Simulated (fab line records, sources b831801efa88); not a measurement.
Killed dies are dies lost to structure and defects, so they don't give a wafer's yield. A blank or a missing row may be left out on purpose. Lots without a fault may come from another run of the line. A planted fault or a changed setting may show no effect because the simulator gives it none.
One fault seen from 2 desks | flow sky130 | each desk has only its own numbers; what lay behind them comes last

THE TOOL OWNER'S DESK: cvd_w-01
The tool's own readings at SKY_VIA1_CVD_21 (deposits W, target thk 270 nm, time 80.902 s): means of the sampled wafers that have a number, for each lot that ran on this tool. A lot is out of limits, marked OUT, if its mean lies more than 4 standard deviations from the usual mean; the brackets give that distance.
Columns: A = heater_power_w at SKY_VIA1_CVD_21, usual 834 W; B = susceptor_temp_C at SKY_VIA1_CVD_21, usual 399.98 C
lot  | first seen here | A   | B
L866 | day 33 19:04    | 846 | 400.05
L868 | day 34 12:07    | 864 | 400.01
L870 | day 35 13:39    | 797 | 400.27
L883 | day 39 08:54    | 835 | 400.04
L884 | day 39 17:02    | 800 | 399.98
L885 | day 39 18:44    | 805 | 400.05
L886 | day 40 04:02    | 792 | 399.99
L889 | day 41 06:13    | 809 | 400.03
This desk's finding: nothing out of limits on any of the 8 lots.

THE METROLOGY DESK
What the gauges read, lot by lot, whatever tool the lot ran on: means of the sampled wafers that have a number. A lot is out of limits, marked OUT, if its mean lies more than 4 standard deviations from the usual mean; the brackets give that distance.
Columns: A = SPACER_CVD_00_THK at SKY_SPACER_THK_MEAS_01, usual 43.3 nm; B = VIA1_W_RS at SKY_VIA1_RS_MEAS_22, usual 0.427 ohm/sq; C = VIA1_W_THK at SKY_VIA1_THK_MEAS_23, usual 278 nm
lot  | first seen here | A    | B               | C
L866 | day 22 17:08    | 42.6 | 0.428           | 281
L868 | day 23 14:40    | 43.0 | 0.429           | 273
L870 | day 24 19:41    | 43.4 | 0.522 (+23) OUT | 241 (-10) OUT
L871 | day 25 08:19    | 43.4 | 0.425           | 275
L883 | day 29 02:34    | 43.2 | 0.420           | 281
L884 | day 29 09:46    | 43.3 | 0.423           | 284
L885 | day 29 11:47    | 43.3 | 0.428           | 281
L886 | day 29 23:43    | 42.9 | 0.429           | 279
L888 | day 31 00:34    | 44.0 | 0.428           | 277
L889 | day 31 01:46    | 43.7 | 0.420           | 281
This desk's finding: out of limits on L870; first on L870, day 35 13:45 (VIA1_W_RS at SKY_VIA1_RS_MEAS_22). In limits: L866, L868, L871, L883, L884, L885, L886, L888, L889.

PUT TOGETHER
The metrology desk could have raised an alarm at day 35 13:45, on L870.
The tool owner's desk saw nothing out of limits.
The tool owner's desk has L870 on record, within its limits.
Of the lots named, all ran SKY_VIA1_CVD_21 on cvd_w-01.

WHAT THE SIMULATOR HAD PUT IN
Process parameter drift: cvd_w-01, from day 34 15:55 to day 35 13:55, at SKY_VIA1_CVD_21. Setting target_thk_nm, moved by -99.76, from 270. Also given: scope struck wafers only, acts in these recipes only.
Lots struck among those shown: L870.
Hours from the fault's start to each desk's first reading out of limits: the metrology desk, 22.
